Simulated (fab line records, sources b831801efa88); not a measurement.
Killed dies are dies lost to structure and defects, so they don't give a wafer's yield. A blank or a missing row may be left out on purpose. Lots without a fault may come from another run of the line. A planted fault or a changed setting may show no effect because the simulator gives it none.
fab line records | flow gf180mcu
record lots=14 wafers=42 last_day=34
route steps=602 shown MIM@504 M5@536
lots that met no fault: from a run of the same line without faults
start_h: hours from the record's first day to the start of the lot's first wafer shown | wait_h: hours since the lot's step before | " the same as in the row above | L1.1+2: a row that stands for several wafers | - no value, or no start given | * or withheld: withheld | < > ~ a bound
route shown NAME@n: a module of which the file shows steps, and the number in the route of the first | usual: mean/standard deviation of fault-free wafers | same: alike in all rows | chamber/n: place in a boat | sites: the reading at each site | _std_site: their standard deviation | _edge_site: outer sites' mean less inner sites' | radius_mm: how far each site lies from the wafer's centre | mask NAME#n: copy n | behind: the tool/chamber that last shaped the wafer | hold: why the lot was held/for how many hours/how that ended | device: the transistor (n, p or np) that didn't switch | end of line: the same wafers' tests at the end of the route | a step without rows: its recipe alone | killed: dies lost to structure and defects at the first sort, not the wafer's yield | map: a wafer's dies, x killed, . not, _ none there
set.NAME: the setting as run; set.NAME@STEP: as run at that earlier step | model.NAME: the simulator's own value behind a step, which no gauge read
steps of the route over a sample of lots; a table a step, a row a wafer
services: from which hour (start_h, from the record's first day; less than 0 if before it) a tool's chamber was out of use, for how many hours, and why
## steps
# step GF_MIM_SPUTTER_01
# recipe material=TiN target_thk_nm=30 power_w=6500 time_s=25 chamber_pressure_pa=0.4
# usual throttle_valve_pct=30.1/1.1
# columns lot.wafer tool chamber start_h wait_h throttle_valve_pct
L434.4 pvd_sputter-03 - 565.57 0.1 28.4
L434.5 " - " " 28.4
L434.6 " - " " 30.3
L435.1 pvd_sputter-01 - 577.79 0.1 32.2
L435.4 " - " " 30.3
L435.5 " - " " 29.9
L436.3 pvd_sputter-02 - 586.86 0.1 31.7
L436.4 " - " " 30.5
L436.5 " - " " 28.4
L437.1 pvd_sputter-03 - 592.06 0.1 29.9
L437.4 " - " " 30.5
L437.5 " - " " 28.3
L438.2 pvd_sputter-03 - 594.79 0.1 29.6
L438.3 " - " " 29.7
L438.6 " - " " 29.8
L440.3 pvd_sputter-01 - 614.90 0.1 30.1
L440.4 " - " " 30.1
L440.6 " - " " 30.2
L443.1 pvd_sputter-03 - 639.13 0.1 29.6
L443.3 " - " " 30.0
L443.4 " - " " 30.5
L444.2 pvd_sputter-01 - 649.01 0.1 32.0
L444.3 " - " " 30.1
L444.6 " - " " 31.9
L445.1 pvd_sputter-03 - 654.78 0.1 29.8
L445.3 " - " " 29.7
L445.6 " - " " 29.7
L450.1 pvd_sputter-03 - 688.36 0.1 28.2
L450.5 " - " " 29.6
L450.6 " - " " 29.8
L453.3 pvd_sputter-02 - 706.08 0.1 31.5
L453.4 " - " " 30.2
L453.6 " - " " 30.3
L454.1 pvd_sputter-01 - 714.21 0.1 31.8
L454.2 " - " " 30.3
L454.6 " - " " 32.3
L455.2 pvd_sputter-03 - 722.06 0.1 28.4
L455.3 " - " " 30.1
L455.6 " - " " 30.2
L457.1 pvd_sputter-03 - 727.35 0.1 30.3
L457.4 " - " " 29.7
L457.5 " - " " 29.7
# step GF_MIM_SPUTTER_03
# recipe material=Ti target_thk_nm=10 substrate_temp_c=300 chamber_pressure_pa=0.3 power_w=3000 time_s=6.7
# usual substrate_temp_c=300.02/0.2 throttle_valve_pct=30.1/1.1
# columns lot.wafer tool chamber start_h wait_h substrate_temp_c throttle_valve_pct
L434.4 pvd_sputter-03 - 565.63 0.0 300.06 28.5
L434.5 " - " " 300.11 28.7
L434.6 " - " " 299.74 30.3
L435.1 pvd_sputter-01 - 577.85 0.0 299.91 32.3
L435.4 " - " " 300.00 30.0
L435.5 " - " " 300.13 29.8
L436.3 pvd_sputter-02 - 586.93 0.0 300.17 31.3
L436.4 " - " " 300.15 30.4
L436.5 " - " " 300.11 28.7
L437.1 pvd_sputter-03 - 592.12 0.0 299.80 30.0
L437.4 " - " " 299.97 30.5
L437.5 " - " " 300.36 28.6
L438.2 pvd_sputter-03 - 594.85 0.0 300.22 29.6
L438.3 " - " " 299.66 29.7
L438.6 " - " " 300.26 29.8
L440.3 pvd_sputter-01 - 614.96 0.0 300.15 30.3
L440.4 " - " " 300.15 30.4
L440.6 " - " " 300.02 30.3
L443.1 pvd_sputter-03 - 639.19 0.0 300.05 29.6
L443.3 " - " " 300.14 30.0
L443.4 " - " " 300.29 30.4
L444.2 pvd_sputter-01 - 649.07 0.0 299.97 31.9
L444.3 " - " " 300.21 30.3
L444.6 " - " " 299.94 32.2
L445.1 pvd_sputter-03 - 654.84 0.0 300.16 29.9
L445.3 " - " " 299.83 29.8
L445.6 " - " " 299.97 29.7
L450.1 pvd_sputter-03 - 688.42 0.0 300.23 28.5
L450.5 " - " " 300.00 29.5
L450.6 " - " " 299.96 29.9
L453.3 pvd_sputter-02 - 706.14 0.0 300.03 31.7
L453.4 " - " " 299.85 30.3
L453.6 " - " " 299.95 30.3
L454.1 pvd_sputter-01 - 714.27 0.0 299.85 32.0
L454.2 " - " " 299.99 30.2
L454.6 " - " " 300.11 32.2
L455.2 pvd_sputter-03 - 722.12 0.0 300.12 28.3
L455.3 " - " " 300.19 30.7
L455.6 " - " " 300.33 30.5
L457.1 pvd_sputter-03 - 727.41 0.0 300.31 30.5
L457.4 " - " " 300.10 29.6
L457.5 " - " " 299.98 29.9
# step GF_MIM_RS_MEAS_10
# recipe thk_meas_gauge=four-point-probe reads=TiN_of_MIM_SPUTTER_09+AlCu_of_MIM_SPUTTER_08+TiN_of_MIM_SPUTTER_07
# usual MIM_ALCU_RS=0.1600/0.0016
# columns lot.wafer tool chamber start_h wait_h MIM_ALCU_RS[ohm/sq]
L434.4 film_metro-01 - 565.94 0.1 0.1598
L434.5 " - " " 0.1577
L434.6 " - " " 0.1565
L435.1 film_metro-03 - 578.10 0.0 0.1600
L435.4 " - " " 0.1600
L435.5 " - " " 0.1609
L436.3 film_metro-03 - 587.22 0.1 0.1602
L436.4 " - " " 0.1586
L436.5 " - " " 0.1625
L437.1 film_metro-02 - 592.38 0.0 0.1609
L437.4 " - " " 0.1629
L437.5 " - " " 0.1593
L438.2 film_metro-03 - 595.13 0.0 0.1577
L438.3 " - " " 0.1599
L438.6 " - " " 0.1579
L440.3 film_metro-03 - 615.26 0.1 0.1612
L440.4 " - " " 0.1605
L440.6 " - " " 0.1605
L443.1 film_metro-02 - 639.45 0.0 0.1614
L443.3 " - " " 0.1613
L443.4 " - " " 0.1625
L444.2 film_metro-03 - 649.34 0.0 0.1603
L444.3 " - " " 0.1606
L444.6 " - " " 0.1618
L445.1 film_metro-03 - 655.13 0.0 0.1595
L445.3 " - " " 0.1615
L445.6 " - " " 0.1616
L450.1 film_metro-03 - 688.67 0.0 0.1586
L450.5 " - " " 0.1583
L450.6 " - " " 0.1602
L453.3 film_metro-03 - 706.44 0.1 0.1594
L453.4 " - " " 0.1598
L453.6 " - " " 0.1593
L454.1 film_metro-03 - 714.53 0.0 0.1579
L454.2 " - " " 0.1589
L454.6 " - " " 0.1602
L455.2 film_metro-03 - 722.39 0.0 0.1600
L455.3 " - " " 0.1578
L455.6 " - " " 0.1585
L457.1 film_metro-02 - 727.67 0.0 0.1594
L457.4 " - " " 0.1587
L457.5 " - " " 0.1590
# step GF_M5_METAL_ETCH_10
# recipe chemistry=Cl2/BCl3 mask_material=KrF target_depth_nm=627.5 stop_on=SiO2 pressure_mtorr=8 icp_w=800 bias_w=140 Cl2_flow_sccm=80 bcl3_flow_sccm=40 time_s=104.6
# usual bcl3_flow_sccm=40.00/0.12 bias_w=140.1/0.44 drypump_motor_current_A=6.0/0.44 oes_product_au=0.972/0.0058 rf_fwd_power_W=795.6/2.6 throttle_valve_pct=28.250/0.01
# columns lot.wafer tool chamber start_h wait_h bcl3_flow_sccm bias_w drypump_motor_current_A oes_product_au rf_fwd_power_W rf_hours_counter_h throttle_valve_pct
L434.4 rie_metal-04 0 608.72 0.0 39.94 139.9 6.3 0.967 794.8 - 28.276
L434.5 " 1 " " 40.16 140.5 5.8 0.974 800.7 - 28.256
L434.6 " 0 " " 39.94 139.7 6.3 0.973 794.4 - 28.272
L435.1 rie_metal-01 0 620.23 0.0 40.02 141.1 6.0 0.977 792.6 7 28.244
L435.4 " 1 " " 39.94 140.3 6.0 0.974 796.4 - 28.250
L435.5 " 0 " " 40.01 140.6 6.0 0.972 796.8 - 28.250
L436.3 rie_metal-03 0 629.61 0.0 39.94 140.3 6.7 0.972 794.8 - 28.262
L436.4 " 1 " " 40.10 139.3 5.0 0.971 799.9 - 28.241
L436.5 " 0 " " 40.07 139.7 6.7 0.966 795.2 - 28.243
L437.1 rie_metal-01 1 634.79 0.0 40.11 141.2 6.0 0.981 794.1 10 28.228
L437.4 " 0 " " 39.92 139.8 6.0 0.972 790.9 - 28.260
L437.5 " 0 " " 40.16 140.0 6.0 0.980 797.1 - 28.245
L438.2 rie_metal-04 1 636.64 0.0 39.92 140.0 5.9 0.974 795.7 4 28.237
L438.3 " 1 " " 40.10 139.5 5.9 0.978 800.4 - 28.251
L438.6 " 0 " " 39.97 140.0 6.3 0.971 793.1 - 28.232
L440.3 rie_metal-03 0 656.53 0.0 40.19 140.5 6.6 0.974 797.6 - 28.239
L440.4 " 1 " " 40.09 140.4 5.0 0.973 795.5 - 28.250
L440.6 " 0 " " 40.22 140.0 6.7 0.970 792.8 - 28.243
L443.1 rie_metal-01 1 678.97 0.0 - - - - - - -
L443.3 " 1 " " - - - - - - -
L443.4 " 0 " " - - - - - - -
L444.2 rie_metal-04 1 688.52 0.0 - - - - - - -
L444.3 " 0 " " - - - - - - -
L444.6 " 0 " " - - - - - - -
L445.1 rie_metal-01 1 693.89 0.0 40.15 139.5 6.0 0.985 796.0 12 28.235
L445.3 " 1 " " 39.95 140.9 6.0 0.982 793.2 - 28.242
L445.6 " 0 " " 39.88 140.3 6.0 0.985 795.3 - 28.239
L450.1 rie_metal-03 0 726.23 0.0 40.02 140.3 6.6 0.974 794.5 5 28.252
L450.5 " 0 " " 39.84 139.9 6.7 0.975 798.0 - 28.233
L450.6 " 1 " " 39.96 140.2 5.0 0.978 796.7 - 28.256
L453.3 rie_metal-04 0 742.42 0.0 39.89 140.4 6.3 0.972 797.7 - 28.236
L453.4 " 1 " " 39.97 140.2 5.9 0.974 795.4 - 28.266
L453.6 " 0 " " 39.84 140.5 6.3 0.973 794.2 - 28.255
L454.1 rie_metal-03 0 749.98 0.0 39.70 139.7 6.6 0.966 799.8 7 28.244
L454.2 " 1 " " 40.02 140.3 5.0 0.969 795.9 12 28.255
L454.6 " 0 " " 39.71 139.6 6.7 0.979 797.2 - 28.238
L455.2 rie_metal-01 1 756.08 0.0 39.92 140.9 6.1 0.970 797.1 2 28.254
L455.3 " 1 " " 39.88 140.3 6.0 0.970 797.1 - 28.257
L455.6 " 1 " " 39.94 140.1 6.0 0.973 796.3 - 28.264
L457.1 rie_metal-01 1 761.24 0.0 39.99 140.2 6.0 0.970 796.2 2 28.260
L457.4 " 0 " " 40.07 140.7 6.0 0.979 795.8 - 28.246
L457.5 " 0 " " 40.23 140.3 6.0 0.977 797.8 - 28.238
# step GF_M5_STRIP_11
# recipe chemistry=O2/N2 power_w=1400 pressure_mtorr=1500 platen_temp_c=250 o2_flow_sccm=3000 n2_flow_sccm=300 overash_fraction=0.5
# usual drypump_motor_current_A=5.6/0.37 heater_power_w=335/26 oes_product_au=0.544/0.0048 strip_time_to_endpoint_s=7.53/0.059
# columns lot.wafer tool chamber start_h wait_h drypump_motor_current_A heater_power_w oes_product_au rf_hours_counter_h strip_time_to_endpoint_s
L434.4 plasma_asher-04 0 608.85 0.1 5.4 367 0.551 - 7.68
L434.5 " 1 " " 5.5 327 0.551 - 7.62
L434.6 " 0 " " 5.4 358 0.550 - 7.66
L435.1 plasma_asher-04 1 620.34 0.1 5.5 326 0.539 85 7.46
L435.4 " 1 " " 5.5 314 0.555 - 7.56
L435.5 " 1 " " 5.4 323 0.539 - 7.50
L436.3 plasma_asher-04 1 629.71 0.1 5.5 331 0.553 - 7.57
L436.4 " 0 " " 5.4 366 0.541 - 7.45
L436.5 " 0 " " 5.4 368 0.548 - 7.57
L437.1 plasma_asher-04 1 634.91 0.1 5.5 323 0.542 86 7.54
L437.4 " 0 " " 5.4 358 0.548 - 7.53
L437.5 " 1 " " 5.5 324 0.544 - 7.53
L438.2 plasma_asher-02 1 636.76 0.1 5.9 312 0.544 24 7.57
L438.3 " 1 " " 5.9 310 0.546 - 7.62
L438.6 " 0 " " 6.1 336 0.547 - 7.64
L440.3 plasma_asher-02 1 656.64 0.1 5.9 317 0.538 - 7.49
L440.4 " 0 " " 6.1 332 0.540 - 7.42
L440.6 " 1 " " 5.9 313 0.541 - 7.47
L443.1 plasma_asher-04 0 679.08 0.1 5.4 360 0.645 90 9.99
L443.3 " 1 " " 5.5 320 0.649 - 9.96
L443.4 " 0 " " 5.4 361 0.649 - 9.96
L444.2 plasma_asher-04 0 688.63 0.1 5.4 352 0.643 91 9.95
L444.3 " 0 " " 5.4 352 0.642 - 9.95
L444.6 " 1 " " 5.5 330 0.635 - 9.98
L445.1 plasma_asher-04 1 694.01 0.1 5.5 327 0.541 92 7.51
L445.3 " 1 " " 5.5 322 0.544 - 7.58
L445.6 " 1 " " 5.5 321 0.544 - 7.50
L450.1 plasma_asher-01 0 726.34 0.1 5.1 286 0.546 102 7.50
L450.5 " 1 " " 6.4 368 0.541 - 7.48
L450.6 " 0 " " 5.1 286 0.546 - 7.44
L453.3 plasma_asher-04 1 742.53 0.1 5.5 327 0.543 - 7.57
L453.4 " 0 " " 5.4 352 0.545 - 7.55
L453.6 " 1 " " 5.5 325 0.547 - 7.59
L454.1 plasma_asher-04 0 750.09 0.1 5.4 363 0.546 98 7.46
L454.2 " 1 " " 5.5 328 0.541 98 7.45
L454.6 " 1 " " 5.5 314 0.539 - 7.46
L455.2 plasma_asher-01 0 756.19 0.1 5.1 285 0.539 1 7.46
L455.3 " 0 " " 5.1 272 0.542 - 7.53
L455.6 " 1 " " 6.4 380 0.541 - 7.53
L457.1 plasma_asher-01 1 761.36 0.1 6.4 387 0.541 2 7.45
L457.4 " 1 " " 6.4 372 0.549 - 7.44
L457.5 " 1 " " 6.4 373 0.541 - 7.43
## services
# columns tool chamber start_h hours kind
pvd_sputter-03 - 544.55 9.9 repair
plasma_asher-01 - 565.65 17.3 repair
plasma_asher-01 - 582.91 28.1 pm
rie_metal-04 - 624.35 2.8 pm
plasma_asher-01 - 631.97 1.2 repair
rie_metal-01 - 641.87 2.8 pm
pvd_sputter-02 - 643.24 2.2 repair
pvd_sputter-01 0 649.13 - consumable_replace:kit
pvd_sputter-01 0 649.13 18.0 scheduled_down
pvd_sputter-01 0 649.13 18.0 vent_cycle
rie_metal-03 1 660.74 14.5 repair
rie_metal-03 1 685.62 2.4 repair
rie_metal-03 1 692.08 5.1 repair
pvd_sputter-03 - 700.83 8.9 repair
rie_metal-01 1 709.13 - clean
rie_metal-01 1 709.13 14.1 scheduled_down
plasma_asher-02 - 714.62 5.3 repair
rie_metal-01 0 726.47 21.6 repair
plasma_asher-01 - 733.75 9.0 pm
pvd_sputter-03 0 740.46 - consumable_replace:kit
pvd_sputter-03 0 740.46 18.0 scheduled_down
pvd_sputter-03 0 740.46 18.0 vent_cycle
pvd_sputter-01 - 750.48 0.7 repair
plasma_asher-04 - 753.41 28.1 pm
## key
first_sign step=GF_M5_METAL_ETCH_10 reading=tool_record direction=missing
effect step=GF_M5_STRIP_11 reading=strip_time_to_endpoint_s direction=up sigmas=41 usual=* struck=*
met_at GF_M5_METAL_ETCH_10
struck_lots L443,L444
later_rows_left_out L443.1,L443.3,L443.4,L444.2,L444.3,L444.6
sort_left_out L443.1,L443.3,L443.4,L444.2,L444.3,L444.6
not_acting_at GF_MIM_SPUTTER_01,GF_MIM_SPUTTER_03,GF_MIM_RS_MEAS_10
onset_between 636.64 678.97
fault kind=skipped_step_whole tool=rie_metal-01,rie_metal-04 chamber=- onset_h=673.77 steps=GF_M5_METAL_ETCH_10 scope=struck_lots_only
# sort_left_out: the simulated sort isn't trusted on such a fault, so these wafers' sort isn't shown, and their yield isn't known
# later_rows_left_out: the simulator's readings of these wafers behind a module that went badly wrong aren't trusted and aren't shown, but for the sort
